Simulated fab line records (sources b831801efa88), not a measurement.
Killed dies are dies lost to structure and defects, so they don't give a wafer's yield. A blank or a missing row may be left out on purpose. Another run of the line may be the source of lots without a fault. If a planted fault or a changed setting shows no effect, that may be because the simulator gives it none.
fab line records :: flow sky130
record:
  lots: 13
  wafers: 39
  lastDay: 49
route steps=708 shown NWELL@63 GATE_OXIDE@187 POLY_GATE@227
lots untouched by any fault: they come from a run of this same line in which no faults occurred
startH: start of the lot's first displayed wafer, in hours after the record's first day :: waitH: hours since the lot's step before :: " unchanged from the row above :: L1.1+2: several wafers, shown together as one row :: - no value, or no start given :: * or withheld: withheld :: < > ~ a bound
route shown NAME@n: a module of which the file shows steps, and the number in the route of the first :: usual: mean/standard deviation taken from wafers without a fault :: same: alike in all rows :: chamber/n: place in a boat :: sites: per-site readings :: _std_site: their standard deviation :: _edge_site: inner sites' mean taken away from outer sites' mean :: radiusMm: for every site, how far away it sits from the centre of the wafer :: mask NAME#n: copy n :: behind: tool/chamber where the wafer was last shaped :: hold: why the lot was held/for how many hours/how that ended :: device: the n, p or np transistor that did not switch :: end of line: the route-end tests of the same wafers :: where a step has no rows: the recipe by itself :: killed: the dies lost at the first sort to structure and to defects; this is not the yield of the wafer :: map: the dies of a wafer, with x for killed, . for not killed, _ for no die there
set.NAME: the setting that was run; set.NAME@STEP: the one run at that earlier step :: model.NAME: the simulator's own value behind a step, which no gauge read
steps of the route over a sample of lots; a table a step, a row a wafer
services: when a tool's chamber went out of use (startH, in hours from the record's first day, below 0 if earlier), for how many hours, and the reason
== steps ==
step: SKY_NWELL_OVL_MEAS_10
usual:
  NWELL_00_OVL: 0.0/1.3
lot.wafer: L960.2
tool: overlay-01
chamber: -
startH: 83.64
waitH: -
NWELL_00_OVL[nm]: -0.8

lot.wafer: L960.3
tool: overlay-01
chamber: -
startH: 83.64
waitH: -
NWELL_00_OVL[nm]: 0.3

lot.wafer: L960.6
tool: overlay-01
chamber: -
startH: 83.64
waitH: -
NWELL_00_OVL[nm]: -1.4

lot.wafer: L962.2
tool: overlay-02
chamber: -
startH: 93.94
waitH: -
NWELL_00_OVL[nm]: -0.8

lot.wafer: L962.3
tool: overlay-02
chamber: -
startH: 93.94
waitH: -
NWELL_00_OVL[nm]: -0.1

lot.wafer: L962.6
tool: overlay-02
chamber: -
startH: 93.94
waitH: -
NWELL_00_OVL[nm]: 0.7

lot.wafer: L963.3
tool: overlay-01
chamber: -
startH: 100.10
waitH: -
NWELL_00_OVL[nm]: -0.6

lot.wafer: L963.4
tool: overlay-01
chamber: -
startH: 100.10
waitH: -
NWELL_00_OVL[nm]: -0.4

lot.wafer: L963.6
tool: overlay-01
chamber: -
startH: 100.10
waitH: -
NWELL_00_OVL[nm]: -0.6

lot.wafer: L964.1
tool: overlay-01
chamber: -
startH: 108.64
waitH: -
NWELL_00_OVL[nm]: -2.3

lot.wafer: L964.4
tool: overlay-01
chamber: -
startH: 108.64
waitH: -
NWELL_00_OVL[nm]: 0.0

lot.wafer: L964.5
tool: overlay-01
chamber: -
startH: 108.64
waitH: -
NWELL_00_OVL[nm]: 0.3

lot.wafer: L965.1
tool: overlay-02
chamber: -
startH: 119.73
waitH: -
NWELL_00_OVL[nm]: 0.4

lot.wafer: L965.2
tool: overlay-02
chamber: -
startH: 119.73
waitH: -
NWELL_00_OVL[nm]: -1.9

lot.wafer: L965.4
tool: overlay-02
chamber: -
startH: 119.73
waitH: -
NWELL_00_OVL[nm]: -0.5

lot.wafer: L966.1
tool: overlay-01
chamber: -
startH: 124.44
waitH: -
NWELL_00_OVL[nm]: 2.8

lot.wafer: L966.4
tool: overlay-01
chamber: -
startH: 124.44
waitH: -
NWELL_00_OVL[nm]: 2.9

lot.wafer: L966.5
tool: overlay-01
chamber: -
startH: 124.44
waitH: -
NWELL_00_OVL[nm]: 2.2

lot.wafer: L969.2
tool: overlay-02
chamber: -
startH: 143.84
waitH: -
NWELL_00_OVL[nm]: -3.1

lot.wafer: L969.4
tool: overlay-02
chamber: -
startH: 143.84
waitH: -
NWELL_00_OVL[nm]: -2.1

lot.wafer: L969.5
tool: overlay-02
chamber: -
startH: 143.84
waitH: -
NWELL_00_OVL[nm]: 0.0

lot.wafer: L970.3
tool: overlay-01
chamber: -
startH: 146.40
waitH: -
NWELL_00_OVL[nm]: -2.8

lot.wafer: L970.4
tool: overlay-01
chamber: -
startH: 146.40
waitH: -
NWELL_00_OVL[nm]: 1.6

lot.wafer: L970.5
tool: overlay-01
chamber: -
startH: 146.40
waitH: -
NWELL_00_OVL[nm]: -1.0

lot.wafer: L972.1
tool: overlay-02
chamber: -
startH: 159.68
waitH: -
NWELL_00_OVL[nm]: 1.8

lot.wafer: L972.2
tool: overlay-02
chamber: -
startH: 159.68
waitH: -
NWELL_00_OVL[nm]: -0.8

lot.wafer: L972.6
tool: overlay-02
chamber: -
startH: 159.68
waitH: -
NWELL_00_OVL[nm]: 0.5

lot.wafer: L973.1
tool: overlay-01
chamber: -
startH: 160.99
waitH: -
NWELL_00_OVL[nm]: 0.5

lot.wafer: L973.2
tool: overlay-01
chamber: -
startH: 160.99
waitH: -
NWELL_00_OVL[nm]: -0.9

lot.wafer: L973.6
tool: overlay-01
chamber: -
startH: 160.99
waitH: -
NWELL_00_OVL[nm]: 0.7

lot.wafer: L974.1
tool: overlay-01
chamber: -
startH: 167.78
waitH: -
NWELL_00_OVL[nm]: -0.2

lot.wafer: L974.3
tool: overlay-01
chamber: -
startH: 167.78
waitH: -
NWELL_00_OVL[nm]: -2.1

lot.wafer: L974.6
tool: overlay-01
chamber: -
startH: 167.78
waitH: -
NWELL_00_OVL[nm]: -0.9

lot.wafer: L980.1
tool: overlay-01
chamber: -
startH: 206.28
waitH: -
NWELL_00_OVL[nm]: -1.3

lot.wafer: L980.2
tool: overlay-01
chamber: -
startH: 206.28
waitH: -
NWELL_00_OVL[nm]: -0.1

lot.wafer: L980.6
tool: overlay-01
chamber: -
startH: 206.28
waitH: -
NWELL_00_OVL[nm]: 1.6

lot.wafer: L981.2
tool: overlay-02
chamber: -
startH: 208.14
waitH: -
NWELL_00_OVL[nm]: 0.0

lot.wafer: L981.3
tool: overlay-02
chamber: -
startH: 208.14
waitH: -
NWELL_00_OVL[nm]: -2.1

lot.wafer: L981.6
tool: overlay-02
chamber: -
startH: 208.14
waitH: -
NWELL_00_OVL[nm]: -0.5
step: SKY_NWELL_STRIP_14
recipe:
  chemistry: O2/N2
  powerW: 1400
  pressureMtorr: 1500
  platenTempC: withheld
  o2FlowSccm: 3000
  n2FlowSccm: 300
  overashFraction: 0.5
usual:
  drypumpMotorCurrentA: 5.6/0.41
  oesProductAu: 0.723/0.0046
  stripTimeToEndpointS: 36.94/0.1
lot.wafer: L960.2
tool: plasmaAsher-03
chamber: 1
startH: 84.12
waitH: 0.1
drypumpMotorCurrentA: 5.4
oesProductAu: 0.722
rfHoursCounterH: 41
stripTimeToEndpointS: 36.77

lot.wafer: L960.3
tool: plasmaAsher-03
chamber: 1
startH: 84.12
waitH: 0.1
drypumpMotorCurrentA: 5.4
oesProductAu: 0.722
rfHoursCounterH: -
stripTimeToEndpointS: 36.82

lot.wafer: L960.6
tool: plasmaAsher-03
chamber: 0
startH: 84.12
waitH: 0.1
drypumpMotorCurrentA: 5.8
oesProductAu: 0.721
rfHoursCounterH: -
stripTimeToEndpointS: 36.66

lot.wafer: L962.2
tool: plasmaAsher-01
chamber: 1
startH: 94.42
waitH: 0.1
drypumpMotorCurrentA: 6.2
oesProductAu: 0.729
rfHoursCounterH: 42
stripTimeToEndpointS: 36.97

lot.wafer: L962.3
tool: plasmaAsher-01
chamber: 1
startH: 94.42
waitH: 0.1
drypumpMotorCurrentA: 6.2
oesProductAu: 0.720
rfHoursCounterH: -
stripTimeToEndpointS: 36.83

lot.wafer: L962.6
tool: plasmaAsher-01
chamber: 0
startH: 94.42
waitH: 0.1
drypumpMotorCurrentA: 5.3
oesProductAu: 0.721
rfHoursCounterH: -
stripTimeToEndpointS: 36.90

lot.wafer: L963.3
tool: plasmaAsher-01
chamber: 0
startH: 100.61
waitH: 0.1
drypumpMotorCurrentA: 5.2
oesProductAu: 0.725
rfHoursCounterH: -
stripTimeToEndpointS: 36.96

lot.wafer: L963.4
tool: plasmaAsher-01
chamber: 1
startH: 100.61
waitH: 0.1
drypumpMotorCurrentA: 6.2
oesProductAu: 0.723
rfHoursCounterH: -
stripTimeToEndpointS: 36.94

lot.wafer: L963.6
tool: plasmaAsher-01
chamber: 1
startH: 100.61
waitH: 0.1
drypumpMotorCurrentA: 6.2
oesProductAu: 0.731
rfHoursCounterH: -
stripTimeToEndpointS: 36.97

lot.wafer: L964.1
tool: plasmaAsher-02
chamber: 1
startH: 109.12
waitH: 0.1
drypumpMotorCurrentA: 5.9
oesProductAu: 0.722
rfHoursCounterH: 29
stripTimeToEndpointS: 37.01

lot.wafer: L964.4
tool: plasmaAsher-02
chamber: 1
startH: 109.12
waitH: 0.1
drypumpMotorCurrentA: 5.9
oesProductAu: 0.722
rfHoursCounterH: -
stripTimeToEndpointS: 36.88

lot.wafer: L964.5
tool: plasmaAsher-02
chamber: 1
startH: 109.12
waitH: 0.1
drypumpMotorCurrentA: 5.9
oesProductAu: 0.714
rfHoursCounterH: -
stripTimeToEndpointS: 37.01

lot.wafer: L965.1
tool: plasmaAsher-01
chamber: 0
startH: 120.22
waitH: 0.1
drypumpMotorCurrentA: 5.2
oesProductAu: 0.727
rfHoursCounterH: 0
stripTimeToEndpointS: 36.70

lot.wafer: L965.2
tool: plasmaAsher-01
chamber: 1
startH: 120.22
waitH: 0.1
drypumpMotorCurrentA: 6.2
oesProductAu: 0.723
rfHoursCounterH: 0
stripTimeToEndpointS: 36.79

lot.wafer: L965.4
tool: plasmaAsher-01
chamber: 1
startH: 120.22
waitH: 0.1
drypumpMotorCurrentA: 6.2
oesProductAu: 0.718
rfHoursCounterH: -
stripTimeToEndpointS: 36.73

lot.wafer: L966.1
tool: plasmaAsher-02
chamber: 1
startH: 124.92
waitH: 0.1
drypumpMotorCurrentA: 5.9
oesProductAu: 0.722
rfHoursCounterH: 31
stripTimeToEndpointS: 37.01

lot.wafer: L966.4
tool: plasmaAsher-02
chamber: 0
startH: 124.92
waitH: 0.1
drypumpMotorCurrentA: 5.1
oesProductAu: 0.717
rfHoursCounterH: -
stripTimeToEndpointS: 36.89

lot.wafer: L966.5
tool: plasmaAsher-02
chamber: 1
startH: 124.92
waitH: 0.1
drypumpMotorCurrentA: 5.9
oesProductAu: 0.729
rfHoursCounterH: -
stripTimeToEndpointS: 36.87

lot.wafer: L969.2
tool: plasmaAsher-02
chamber: 0
startH: 144.32
waitH: 0.1
drypumpMotorCurrentA: 5.1
oesProductAu: 0.720
rfHoursCounterH: 32
stripTimeToEndpointS: 36.78

lot.wafer: L969.4
tool: plasmaAsher-02
chamber: 0
startH: 144.32
waitH: 0.1
drypumpMotorCurrentA: 5.1
oesProductAu: 0.728
rfHoursCounterH: -
stripTimeToEndpointS: 36.83

lot.wafer: L969.5
tool: plasmaAsher-02
chamber: 1
startH: 144.32
waitH: 0.1
drypumpMotorCurrentA: 5.9
oesProductAu: 0.719
rfHoursCounterH: -
stripTimeToEndpointS: 36.97

lot.wafer: L970.3
tool: plasmaAsher-03
chamber: 1
startH: 146.90
waitH: 0.1
drypumpMotorCurrentA: 5.4
oesProductAu: 0.716
rfHoursCounterH: -
stripTimeToEndpointS: 37.03

lot.wafer: L970.4
tool: plasmaAsher-03
chamber: 0
startH: 146.90
waitH: 0.1
drypumpMotorCurrentA: 5.8
oesProductAu: 0.725
rfHoursCounterH: -
stripTimeToEndpointS: 37.04

lot.wafer: L970.5
tool: plasmaAsher-03
chamber: 0
startH: 146.90
waitH: 0.1
drypumpMotorCurrentA: 5.8
oesProductAu: 0.729
rfHoursCounterH: -
stripTimeToEndpointS: 37.11

lot.wafer: L972.1
tool: plasmaAsher-03
chamber: 0
startH: 160.17
waitH: 0.1
drypumpMotorCurrentA: 5.8
oesProductAu: 0.725
rfHoursCounterH: 49
stripTimeToEndpointS: 36.99

lot.wafer: L972.2
tool: plasmaAsher-03
chamber: 1
startH: 160.17
waitH: 0.1
drypumpMotorCurrentA: 5.5
oesProductAu: 0.717
rfHoursCounterH: 49
stripTimeToEndpointS: 36.98

lot.wafer: L972.6
tool: plasmaAsher-03
chamber: 1
startH: 160.17
waitH: 0.1
drypumpMotorCurrentA: 5.5
oesProductAu: 0.724
rfHoursCounterH: -
stripTimeToEndpointS: 36.97

lot.wafer: L973.1
tool: plasmaAsher-01
chamber: 0
startH: 161.47
waitH: 0.1
drypumpMotorCurrentA: 5.3
oesProductAu: 0.720
rfHoursCounterH: 4
stripTimeToEndpointS: 36.98

lot.wafer: L973.2
tool: plasmaAsher-01
chamber: 1
startH: 161.47
waitH: 0.1
drypumpMotorCurrentA: 6.2
oesProductAu: 0.722
rfHoursCounterH: 4
stripTimeToEndpointS: 36.99

lot.wafer: L973.6
tool: plasmaAsher-01
chamber: 0
startH: 161.47
waitH: 0.1
drypumpMotorCurrentA: 5.3
oesProductAu: 0.725
rfHoursCounterH: -
stripTimeToEndpointS: 37.01

lot.wafer: L974.1
tool: plasmaAsher-02
chamber: 0
startH: 168.27
waitH: 0.1
drypumpMotorCurrentA: 5.1
oesProductAu: 0.724
rfHoursCounterH: 35
stripTimeToEndpointS: 36.98

lot.wafer: L974.3
tool: plasmaAsher-02
chamber: 1
startH: 168.27
waitH: 0.1
drypumpMotorCurrentA: 5.9
oesProductAu: 0.721
rfHoursCounterH: -
stripTimeToEndpointS: 36.96

lot.wafer: L974.6
tool: plasmaAsher-02
chamber: 1
startH: 168.27
waitH: 0.1
drypumpMotorCurrentA: 5.9
oesProductAu: 0.726
rfHoursCounterH: -
stripTimeToEndpointS: 36.97

lot.wafer: L980.1
tool: plasmaAsher-01
chamber: 0
startH: 206.77
waitH: 0.1
drypumpMotorCurrentA: 5.2
oesProductAu: 0.717
rfHoursCounterH: 9
stripTimeToEndpointS: 36.99

lot.wafer: L980.2
tool: plasmaAsher-01
chamber: 1
startH: 206.77
waitH: 0.1
drypumpMotorCurrentA: 6.2
oesProductAu: 0.723
rfHoursCounterH: 9
stripTimeToEndpointS: 37.07

lot.wafer: L980.6
tool: plasmaAsher-01
chamber: 0
startH: 206.77
waitH: 0.1
drypumpMotorCurrentA: 5.3
oesProductAu: 0.725
rfHoursCounterH: -
stripTimeToEndpointS: 37.12

lot.wafer: L981.2
tool: plasmaAsher-01
chamber: 1
startH: 208.62
waitH: 0.1
drypumpMotorCurrentA: 6.2
oesProductAu: 0.726
rfHoursCounterH: 9
stripTimeToEndpointS: 37.09

lot.wafer: L981.3
tool: plasmaAsher-01
chamber: 1
startH: 208.62
waitH: 0.1
drypumpMotorCurrentA: 6.2
oesProductAu: 0.726
rfHoursCounterH: -
stripTimeToEndpointS: 37.09

lot.wafer: L981.6
tool: plasmaAsher-01
chamber: 1
startH: 208.62
waitH: 0.1
drypumpMotorCurrentA: 6.2
oesProductAu: 0.720
rfHoursCounterH: -
stripTimeToEndpointS: 37.12
step: SKY_GATE_OXIDE_CLEAN_00
recipe:
  chemistry: SC1/SC2
  mix: 1:4:20
  tempC: 70
  timeS: 150
  dry: n2Spin
usual:
  runLengthS: 180/3.8
lot.wafer: L960.2
tool: wetBench-01
chamber: 2
startH: 277.45
waitH: 0.0
runLengthS: 177

lot.wafer: L960.3
tool: wetBench-01
chamber: 2
startH: 277.45
waitH: 0.0
runLengthS: 177

lot.wafer: L960.6
tool: wetBench-01
chamber: 2
startH: 277.45
waitH: 0.0
runLengthS: 177

lot.wafer: L962.2
tool: wetBench-02
chamber: 0
startH: 287.96
waitH: 0.0
runLengthS: 177

lot.wafer: L962.3
tool: wetBench-02
chamber: 0
startH: 287.96
waitH: 0.0
runLengthS: 177

lot.wafer: L962.6
tool: wetBench-02
chamber: 0
startH: 287.96
waitH: 0.0
runLengthS: 177

lot.wafer: L963.3
tool: wetBench-02
chamber: 2
startH: 303.21
waitH: 0.0
runLengthS: 177

lot.wafer: L963.4
tool: wetBench-02
chamber: 2
startH: 303.21
waitH: 0.0
runLengthS: 177

lot.wafer: L963.6
tool: wetBench-02
chamber: 2
startH: 303.21
waitH: 0.0
runLengthS: 177

lot.wafer: L964.1
tool: wetBench-01
chamber: 3
startH: 310.66
waitH: 0.0
runLengthS: 184

lot.wafer: L964.4
tool: wetBench-01
chamber: 3
startH: 310.66
waitH: 0.0
runLengthS: 184

lot.wafer: L964.5
tool: wetBench-01
chamber: 3
startH: 310.66
waitH: 0.0
runLengthS: 184

lot.wafer: L965.1
tool: wetBench-03
chamber: 2
startH: 323.86
waitH: 0.0
runLengthS: 184

lot.wafer: L965.2
tool: wetBench-03
chamber: 2
startH: 323.86
waitH: 0.0
runLengthS: 184

lot.wafer: L965.4
tool: wetBench-03
chamber: 2
startH: 323.86
waitH: 0.0
runLengthS: 184

lot.wafer: L966.1
tool: wetBench-02
chamber: 1
startH: 327.65
waitH: 0.0
runLengthS: 177

lot.wafer: L966.4
tool: wetBench-02
chamber: 1
startH: 327.65
waitH: 0.0
runLengthS: 177

lot.wafer: L966.5
tool: wetBench-02
chamber: 1
startH: 327.65
waitH: 0.0
runLengthS: 177

lot.wafer: L969.2
tool: wetBench-03
chamber: 2
startH: 359.17
waitH: 0.0
runLengthS: 183

lot.wafer: L969.4
tool: wetBench-03
chamber: 2
startH: 359.17
waitH: 0.0
runLengthS: 183

lot.wafer: L969.5
tool: wetBench-03
chamber: 2
startH: 359.17
waitH: 0.0
runLengthS: 183

lot.wafer: L970.3
tool: wetBench-02
chamber: 2
startH: 362.08
waitH: 0.0
runLengthS: 185

lot.wafer: L970.4
tool: wetBench-02
chamber: 2
startH: 362.08
waitH: 0.0
runLengthS: 185

lot.wafer: L970.5
tool: wetBench-02
chamber: 2
startH: 362.08
waitH: 0.0
runLengthS: 185

lot.wafer: L972.1
tool: wetBench-01
chamber: 2
startH: 381.86
waitH: 0.0
runLengthS: 175

lot.wafer: L972.2
tool: wetBench-01
chamber: 2
startH: 381.86
waitH: 0.0
runLengthS: 175

lot.wafer: L972.6
tool: wetBench-01
chamber: 2
startH: 381.86
waitH: 0.0
runLengthS: 175

lot.wafer: L973.1
tool: wetBench-02
chamber: 1
startH: 384.01
waitH: 0.0
runLengthS: 175

lot.wafer: L973.2
tool: wetBench-02
chamber: 1
startH: 384.01
waitH: 0.0
runLengthS: 175

lot.wafer: L973.6
tool: wetBench-02
chamber: 1
startH: 384.01
waitH: 0.0
runLengthS: 175

lot.wafer: L974.1
tool: wetBench-02
chamber: 0
startH: 391.75
waitH: 0.0
runLengthS: 176

lot.wafer: L974.3
tool: wetBench-02
chamber: 0
startH: 391.75
waitH: 0.0
runLengthS: 176

lot.wafer: L974.6
tool: wetBench-02
chamber: 0
startH: 391.75
waitH: 0.0
runLengthS: 176

lot.wafer: L980.1
tool: wetBench-01
chamber: 2
startH: 448.00
waitH: 0.0
runLengthS: 175

lot.wafer: L980.2
tool: wetBench-01
chamber: 2
startH: 448.00
waitH: 0.0
runLengthS: 175

lot.wafer: L980.6
tool: wetBench-01
chamber: 2
startH: 448.00
waitH: 0.0
runLengthS: 175

lot.wafer: L981.2
tool: wetBench-01
chamber: 3
startH: 451.35
waitH: 0.0
runLengthS: 69

lot.wafer: L981.3
tool: wetBench-01
chamber: 3
startH: 451.35
waitH: 0.0
runLengthS: 69

lot.wafer: L981.6
tool: wetBench-01
chamber: 3
startH: 451.35
waitH: 0.0
runLengthS: 69
step: SKY_POLY_GATE_CD_MEAS_13
recipe:
  targetCdNm: 150
usual:
  cdNm: 149.9/1.3
lot.wafer: L960.2
tool: cdSem-01
chamber: -
startH: 365.20
waitH: -
cdNm: 152.1

lot.wafer: L960.3
tool: cdSem-01
chamber: -
startH: 365.20
waitH: -
cdNm: 151.6

lot.wafer: L960.6
tool: cdSem-01
chamber: -
startH: 365.20
waitH: -
cdNm: 152.7

lot.wafer: L962.2
tool: cdSem-02
chamber: -
startH: 376.25
waitH: -
cdNm: 148.1

lot.wafer: L962.3
tool: cdSem-02
chamber: -
startH: 376.25
waitH: -
cdNm: 148.3

lot.wafer: L962.6
tool: cdSem-02
chamber: -
startH: 376.25
waitH: -
cdNm: 149.2

lot.wafer: L963.3
tool: cdSem-01
chamber: -
startH: 392.37
waitH: -
cdNm: 148.9

lot.wafer: L963.4
tool: cdSem-01
chamber: -
startH: 392.37
waitH: -
cdNm: 150.3

lot.wafer: L963.6
tool: cdSem-01
chamber: -
startH: 392.37
waitH: -
cdNm: 149.0

lot.wafer: L964.1
tool: cdSem-02
chamber: -
startH: 403.63
waitH: -
cdNm: 148.2

lot.wafer: L964.4
tool: cdSem-02
chamber: -
startH: 403.63
waitH: -
cdNm: 147.6

lot.wafer: L964.5
tool: cdSem-02
chamber: -
startH: 403.63
waitH: -
cdNm: 147.5

lot.wafer: L965.1
tool: cdSem-01
chamber: -
startH: 417.88
waitH: -
cdNm: 149.6

lot.wafer: L965.2
tool: cdSem-01
chamber: -
startH: 417.88
waitH: -
cdNm: 149.0

lot.wafer: L965.4
tool: cdSem-01
chamber: -
startH: 417.88
waitH: -
cdNm: 149.0

lot.wafer: L966.1
tool: cdSem-01
chamber: -
startH: 421.73
waitH: -
cdNm: 149.6

lot.wafer: L966.4
tool: cdSem-01
chamber: -
startH: 421.73
waitH: -
cdNm: 149.7

lot.wafer: L966.5
tool: cdSem-01
chamber: -
startH: 421.73
waitH: -
cdNm: 148.6

lot.wafer: L969.2
tool: cdSem-02
chamber: -
startH: 462.10
waitH: -
cdNm: 152.8

lot.wafer: L969.4
tool: cdSem-02
chamber: -
startH: 462.10
waitH: -
cdNm: 152.7

lot.wafer: L969.5
tool: cdSem-02
chamber: -
startH: 462.10
waitH: -
cdNm: 151.8

lot.wafer: L970.3
tool: cdSem-01
chamber: -
startH: 462.92
waitH: -
cdNm: 149.3

lot.wafer: L970.4
tool: cdSem-01
chamber: -
startH: 462.92
waitH: -
cdNm: 149.4

lot.wafer: L970.5
tool: cdSem-01
chamber: -
startH: 462.92
waitH: -
cdNm: 149.0

lot.wafer: L972.1
tool: cdSem-01
chamber: -
startH: 480.13
waitH: -
cdNm: 148.5

lot.wafer: L972.2
tool: cdSem-01
chamber: -
startH: 480.13
waitH: -
cdNm: 150.0

lot.wafer: L972.6
tool: cdSem-01
chamber: -
startH: 480.13
waitH: -
cdNm: 149.2

lot.wafer: L973.1
tool: cdSem-02
chamber: -
startH: 483.53
waitH: -
cdNm: 147.9

lot.wafer: L973.2
tool: cdSem-02
chamber: -
startH: 483.53
waitH: -
cdNm: 147.9

lot.wafer: L973.6
tool: cdSem-02
chamber: -
startH: 483.53
waitH: -
cdNm: 149.2

lot.wafer: L974.1
tool: cdSem-01
chamber: -
startH: 492.78
waitH: -
cdNm: 149.4

lot.wafer: L974.3
tool: cdSem-01
chamber: -
startH: 492.78
waitH: -
cdNm: 150.6

lot.wafer: L974.6
tool: cdSem-01
chamber: -
startH: 492.78
waitH: -
cdNm: 148.9

lot.wafer: L980.1
tool: cdSem-01
chamber: -
startH: 545.53
waitH: -
cdNm: 149.2

lot.wafer: L980.2
tool: cdSem-01
chamber: -
startH: 545.53
waitH: -
cdNm: 149.4

lot.wafer: L980.6
tool: cdSem-01
chamber: -
startH: 545.53
waitH: -
cdNm: 148.4

lot.wafer: L981.2
tool: cdSem-02
chamber: -
startH: 547.10
waitH: -
cdNm: 150.2

lot.wafer: L981.3
tool: cdSem-02
chamber: -
startH: 547.10
waitH: -
cdNm: 150.7

lot.wafer: L981.6
tool: cdSem-02
chamber: -
startH: 547.10
waitH: -
cdNm: 150.1
== services ==
tool: plasmaAsher-01
chamber: -
startH: 108.75
hours: 9.0
kind: pm

tool: plasmaAsher-01
chamber: 0
startH: 108.75
hours: 9.0
kind: ventCycle

tool: plasmaAsher-01
chamber: 1
startH: 108.75
hours: 9.0
kind: ventCycle

tool: plasmaAsher-01
chamber: 0
startH: 117.75
hours: -
kind: clean

tool: plasmaAsher-01
chamber: 1
startH: 117.75
hours: -
kind: clean

tool: plasmaAsher-02
chamber: -
startH: 155.22
hours: 0.9
kind: repair

tool: plasmaAsher-03
chamber: -
startH: 202.00
hours: 6.6
kind: repair

tool: plasmaAsher-01
chamber: -
startH: 235.04
hours: 0.4
kind: repair

tool: plasmaAsher-02
chamber: -
startH: 235.80
hours: 7.0
kind: repair

tool: plasmaAsher-03
chamber: -
startH: 285.45
hours: 2.8
kind: pm

tool: wetBench-03
chamber: -
startH: 289.62
hours: 1.5
kind: repair

tool: wetBench-02
chamber: -
startH: 322.09
hours: 1.9
kind: pm

tool: plasmaAsher-03
chamber: -
startH: 331.46
hours: 2.5
kind: repair

tool: wetBench-03
chamber: -
startH: 349.96
hours: 2.6
kind: repair

tool: plasmaAsher-03
chamber: -
startH: 366.31
hours: 5.7
kind: repair

tool: plasmaAsher-03
chamber: -
startH: 421.25
hours: 9.0
kind: pm

tool: plasmaAsher-03
chamber: 0
startH: 421.25
hours: 9.0
kind: ventCycle

tool: plasmaAsher-03
chamber: 1
startH: 421.25
hours: 9.0
kind: ventCycle

tool: plasmaAsher-03
chamber: 0
startH: 430.25
hours: -
kind: clean

tool: plasmaAsher-03
chamber: 1
startH: 430.25
hours: -
kind: clean

tool: plasmaAsher-02
chamber: -
startH: 439.91
hours: 0.7
kind: repair
== key ==
firstSign:
  step: SKY_GATE_OXIDE_CLEAN_00
  reading: runLengthS
  direction: down
  sigmas: 29
  usual: *
  struck: *
effect none on later readings
metAt SKY_GATE_OXIDE_CLEAN_00
struckLots L981
struckWafers L981.2,L981.3,L981.6
testerLeftOut L981
notActingAt SKY_NWELL_OVL_MEAS_10,SKY_NWELL_STRIP_14,SKY_POLY_GATE_CD_MEAS_13
onsetBetween 310.66 451.35
fault:
  kind: processParameterDrift
  tool: wetBench-01
  chamber: 3
  onsetH: 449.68
  steps: SKY_GATE_OXIDE_CLEAN_00
  channel: timeS
  offset: *
  shape: step
  endH: 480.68
  actsIn: *
  stated: *
testerLeftOut: of these lots the tester's yield and bins aren't shown, on N5 and GAA mostly nor the transistor test; their killed dies are dies lost to structure and defects alone, not to doping, threshold or leakage, so they don't give the yield
